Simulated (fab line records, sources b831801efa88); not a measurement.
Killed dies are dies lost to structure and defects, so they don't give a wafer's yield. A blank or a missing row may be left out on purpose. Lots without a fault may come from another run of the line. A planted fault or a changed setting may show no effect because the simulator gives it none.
One fault seen from 2 desks | flow gf180mcu | each desk has only its own numbers; what lay behind them comes last

THE METROLOGY DESK
What the gauges read, lot by lot, whatever tool the lot ran on: means of the sampled wafers that have a number. A lot is out of limits, marked OUT, if its mean lies more than 4 standard deviations from the usual mean; the brackets give that distance.
Columns: A = cd_nm at GF_M1_CD_MEAS_14, usual 230.0 nm; B = cd_nm at GF_M3_CD_MEAS_14, usual 279.8 nm
lot  | first seen here | A     | B
L940 | day 16 21:05    | 229.8 | 280.0
L941 | day 17 13:09    | 229.7 | 281.7
L942 | day 17 20:09    | 229.4 | 278.3
L943 | day 18 05:34    | 229.1 | 280.8
L944 | day 18 12:39    | 227.5 | 278.9
L945 | day 19 02:25    | 230.6 | 279.4
L946 | day 19 10:57    | 230.7 | 278.9
L947 | day 19 17:57    | 229.1 | 279.3
L948 | day 20 03:50    | 229.0 | 280.5
L951 | day 21 06:40    | 230.4 | 279.0
L952 | day 21 16:07    | 229.5 | 280.7
L955 | day 22 18:48    | 230.3 | 279.8
L958 | day 23 17:15    | 231.3 | 280.7
L959 | day 24 03:18    | 230.0 | 279.3
This desk's finding: nothing out of limits on any of the 14 lots.

THE TOOL OWNER'S DESK: litho_track-02
The tool's own readings at GF_HV_LDD_SOFTBAKE_27 (time 60 s): means of the sampled wafers that have a number, for each lot that ran on this tool. A lot is out of limits, marked OUT, if its mean lies more than 4 standard deviations from the usual mean; the brackets give that distance.
Columns: A = run_length_s at GF_HV_LDD_SOFTBAKE_27, usual 89.03 s
lot  | first seen here | A
L942 | day 11 19:15    | 88.88
L943 | day 12 00:54    | 88.94
L945 | day 12 19:13    | 88.93
L946 | day 13 03:00    | 89.12
L951 | day 14 15:17    | 89.02
L952 | day 14 23:46    | 88.89
L955 | day 16 02:38    | 90.36 (+9.5) OUT
L958 | day 16 23:32    | 90.34 (+9.4) OUT
This desk's finding: out of limits on L955, L958; first on L955, day 16 02:38 (run_length_s at GF_HV_LDD_SOFTBAKE_27). In limits: L942, L943, L945, L946, L951, L952.

PUT TOGETHER
The tool owner's desk could have raised an alarm at day 16 02:38, on L955, L958.
The metrology desk saw nothing out of limits.
The metrology desk has L955, L958 on record, within its limits.
Of the lots named, all ran GF_HV_LDD_SOFTBAKE_27 on litho_track-02.

WHAT THE SIMULATOR HAD PUT IN
Process parameter drift: litho_track-02, from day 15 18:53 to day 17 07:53, at GF_HV_LDD_SOFTBAKE_27. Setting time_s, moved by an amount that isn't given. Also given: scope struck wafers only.
Lots struck among those shown: L955, L958.
Hours from the fault's start to each desk's first reading out of limits: the tool owner's desk, 8.
